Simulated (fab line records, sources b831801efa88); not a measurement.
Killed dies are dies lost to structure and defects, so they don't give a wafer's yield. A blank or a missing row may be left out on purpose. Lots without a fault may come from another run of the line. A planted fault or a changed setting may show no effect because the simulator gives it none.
Tool commonality check | flow gf180mcu | 11 lots, 33 wafers sampled

WHY IT WAS OPENED
At GF_PSD_TW_MEAS_11 the reading PSD_TW is flagged on 2 of 11 lots. Wafers without a fault read 3149, standard deviation 14.
Rule: a lot is flagged when every wafer of it that has a number lies more than 4 standard deviations from that mean, or none has a number. The other lots count as sound.

lot  | measured     | on            | PSD_TW, wafer by wafer | flag
L887 | day 14 19:59 | film_metro-01 | 3146 3155 3151         |
L894 | day 17 09:14 | film_metro-04 | 2931 2922 2910         | FLAGGED
L895 | day 17 17:23 | film_metro-02 | 2918 2933 2926         | FLAGGED
L901 | day 19 21:14 | film_metro-04 | 3140 3150 3145         |
L902 | day 20 05:50 | film_metro-01 | 3147 3140 3152         |
L903 | day 20 14:29 | film_metro-02 | 3139 3141 3137         |
L904 | day 20 20:26 | film_metro-02 | 3142 3140 3139         |
L905 | day 21 14:26 | film_metro-04 | 3150 3144 3146         |
L906 | day 21 20:21 | film_metro-04 | 3144 3141 3122         |
L907 | day 22 06:44 | film_metro-04 | 3184 3178 3180         |
L908 | day 22 07:03 | film_metro-02 | 3159 3155 3157         |
The numbers of the flagged lots are 2923 on average: -226 against the usual, or -16 standard deviations.

WHICH TOOL RAN EACH LOT
The record holds 2 process steps before the reading, out of a route of 602 steps. In each cell: the tool, then ch and the chambers that the sampled wafers went through, then the start.
lot  | flag    | GF_PSD_IMPLANT_09               | GF_PSD_STRIP_10
L887 |         | implanter-02 ch 0, day 14 19:44 | plasma_asher-04 ch 0,1, day 14 19:53
L894 | FLAGGED | implanter-03 ch 0, day 17 09:00 | plasma_asher-04 ch 0,1, day 17 09:08
L895 | FLAGGED | implanter-03 ch 0, day 17 17:10 | plasma_asher-02 ch 0,1, day 17 17:17
L901 |         | implanter-02 ch 0, day 19 21:00 | plasma_asher-02 ch 0, day 19 21:08
L902 |         | implanter-01 ch 0, day 20 05:35 | plasma_asher-02 ch 0,1, day 20 05:44
L903 |         | implanter-01 ch 0, day 20 14:14 | plasma_asher-02 ch 0,1, day 20 14:23
L904 |         | implanter-01 ch 0, day 20 20:11 | plasma_asher-02 ch 0,1, day 20 20:20
L905 |         | implanter-03 ch 0, day 21 14:11 | plasma_asher-03 ch 0,1, day 21 14:20
L906 |         | implanter-02 ch 0, day 21 20:07 | plasma_asher-03 ch 0,1, day 21 20:14
L907 |         | implanter-03 ch 0, day 22 06:29 | plasma_asher-03 ch 0, day 22 06:38
L908 |         | implanter-02 ch 0, day 22 06:47 | plasma_asher-02 ch 0,1, day 22 06:56
What these steps do:
- GF_PSD_IMPLANT_09
- GF_PSD_STRIP_10: strips in O2/N2.
- GF_PSD_TW_MEAS_11

FLAGGED OVER TOTAL, TOOL BY TOOL (the gauges that took the reading come last)
step              | tool            | lots run | flagged | share of the flagged lots | sound lots run after its first flagged lot
GF_PSD_IMPLANT_09 | implanter-01    | 3        | 0       | none                      | -
GF_PSD_IMPLANT_09 | implanter-02    | 4        | 0       | none                      | -
GF_PSD_IMPLANT_09 | implanter-03    | 4        | 2       | all                       | 2 (L905,L907)
GF_PSD_STRIP_10   | plasma_asher-02 | 6        | 1       | some                      | 5 (L901,L902,L903,L904,L908)
GF_PSD_STRIP_10   | plasma_asher-03 | 3        | 0       | none                      | -
GF_PSD_STRIP_10   | plasma_asher-04 | 2        | 1       | some                      | 0
GF_PSD_TW_MEAS_11 | film_metro-01   | 2        | 0       | none                      | -
GF_PSD_TW_MEAS_11 | film_metro-02   | 4        | 1       | some                      | 3 (L903,L904,L908)
GF_PSD_TW_MEAS_11 | film_metro-04   | 5        | 1       | some                      | 4 (L901,L905,L906,L907)

WHAT THE TABLE ALLOWS
1 row of the table ran every flagged lot: implanter-03 at GF_PSD_IMPLANT_09.
- implanter-03 at GF_PSD_IMPLANT_09: 2 of its 4 lots flagged. Sound lots ran on it after the first flagged one (L905, L907), which a lasting fault on the whole tool wouldn't allow. Its own readings lie more than 4 standard deviations out on every wafer of the flagged lots: beam_energy_keV.
No row of the table ran every flagged lot and no sound lot after the first.

WHAT THE SIMULATOR HAD PUT IN
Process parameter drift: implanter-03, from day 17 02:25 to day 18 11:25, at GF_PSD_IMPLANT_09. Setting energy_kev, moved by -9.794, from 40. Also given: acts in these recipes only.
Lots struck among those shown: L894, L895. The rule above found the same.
